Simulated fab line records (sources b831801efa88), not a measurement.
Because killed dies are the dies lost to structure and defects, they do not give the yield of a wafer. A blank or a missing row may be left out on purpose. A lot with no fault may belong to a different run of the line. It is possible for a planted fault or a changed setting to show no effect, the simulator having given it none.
Comparing a struck lot with a sound one	flow sky130	15 steps out of a route of 708
Sound: wafers L732.3, L732.5, L732.6. Wafers struck: L729.1, L729.3, L729.5. Last of all comes the cause.
Order at every step that has rows: each side's tool, ch and its chambers, its first start. Under that, the readings that differ: sound wafers	struck wafers	difference of the means	sigmas: that difference in standard deviations of wafers without a fault.
alike: readings whose means differ by less than 2 such deviations, and words and numbers that are the same on both sides. not compared: withheld readings, readings that some wafer has no value for, bounds like >300 that may hide the same value, and numbers for which the record gives no deviation and whose values overlap.
A row with sigmas, a row that says differs or no value, or rows on one side alone: a step with any of these is where the two part. Numbers that don't overlap but have no deviation are shown without sigmas and don't part them. Lack of a reading on every wafer of one side parts them only where that side has two or more wafers.

first, 6 steps without rows for these wafers: SKY_GATE_OXIDE_HMDS_04 (prime time 60 s); SKY_GATE_OXIDE_COAT_05 (resist thk 1140 nm); SKY_GATE_OXIDE_SOFTBAKE_06 (time 60 s); SKY_GATE_OXIDE_EXPOSE_07 (exposes mask LVOM, target cd 600 nm); SKY_GATE_OXIDE_PEB_08; SKY_GATE_OXIDE_DEVELOP_09 (develop time 60 s).
SKY_GATE_OXIDE_OVL_MEAS_10:
  sound on overlay-02, day 19 14:50; struck on overlay-02, day 17 12:26
reading	sound	struck	difference	sigmas
GATE_OXIDE_OVL (nm)	-1.0 -0.8 0.6	-3.5 -3.4 -4.7	-3.5	-3
then, 2 steps without rows for these wafers: SKY_GATE_OXIDE_IMPLANT_11; SKY_GATE_OXIDE_WET_ETCH_12 (etches SiO2 in dHF, target depth 16.8 nm, time 336 s).
SKY_GATE_OXIDE_STRIP_13: strips in O2/N2.
  sound on plasma asher-02 ch 0,1, day 19 15:10; struck on plasma asher-03 ch 0,1, day 17 12:44
  alike: drypump motor current A, oes product au, strip time to endpoint s
  not compared: rf hours counter h
SKY_GATE_OXIDE_TW_MEAS_14:
  sound on film metro-03, day 19 15:14; struck on film metro-02, day 17 12:50
  alike: GATE_OXIDE_TW
then, 1 step without rows for these wafers: SKY_GATE_OXIDE_CLEAN_15 (cleans in SC1/SC2, time 150 s).
SKY_GATE_OXIDE_OXIDATION_16: stabilise 600 s, purge 300 s, target thk 3.57 nm.
  sound on furnace-01 ch 0, day 19 16:43; struck on furnace-01 ch 0, day 17 12:56
reading	sound	struck	difference	sigmas
model.SiO2_of_GATE_OXIDE_OXIDATION_01.thk nm (nm)	11.75 11.38 11.54	10.62 10.6 10.65	-0.93	
  alike: ox temp c, zone power centre pct
then, 1 step without rows for these wafers: SKY_POLY_GATE_CVD_00 (deposits poly-Si, target thk 180 nm, time 720 s).
-- the record jumps here: 31 days lie between the struck wafers' starts before and after (it left off in module POLY_GATE and takes up again in module PAD_OPEN, whose first step shown is number 708 of the route) --
SKY_PAD_OPEN_PROBE_99:
  sound on prober-02, day 49 23:17; struck on prober-01, day 48 10:37
reading	sound	struck	difference	sigmas
model.etest.pfet_01v8.r on ohm um	2846 2730 2876	2522 2429 2494	-336	
model.etest.nfet_01v8_lvt.drive ua um	575.1 592.7 572	802.6 845.5 827.2	+245.2	
model.etest.nfet_01v8_swapped.drive ua um	505.1 520.2 500.5	735.2 781 753.9	+248.1	
model.etest.nfet_01v8_turned.drive ua um	507.2 517.7 503.2	732.6 781.7 753.3	+246.5	
model.etest.nfet_01v8.drive ua um	511 522.7 506.6	733 775 755.9	+241	
model.etest.sram nfet pass.drive ua um	518.5 523.2 492.9	705.5 775.4 707.7	+218.0	
model.etest.tip sonos.rs ohm sq	2683 2627 2659	2521 2547 2572	-110	
  alike: killed_at_M0_to_M3, killed_at_M4_up, killed at contacts, killed at front end, killed at other, killed dies, killed open, killed short
  not compared: model.etest.nfet_16v.r on ohm um

== WHERE THEY PART ==
Only at SKY_GATE_OXIDE_OVL_MEAS_10, within this record. Later steps at which nothing parts them and some readings are alike: SKY_GATE_OXIDE_STRIP_13, SKY_GATE_OXIDE_TW_MEAS_14, SKY_GATE_OXIDE_OXIDATION_16, SKY_PAD_OPEN_PROBE_99.

WHY: whatever the simulator had introduced
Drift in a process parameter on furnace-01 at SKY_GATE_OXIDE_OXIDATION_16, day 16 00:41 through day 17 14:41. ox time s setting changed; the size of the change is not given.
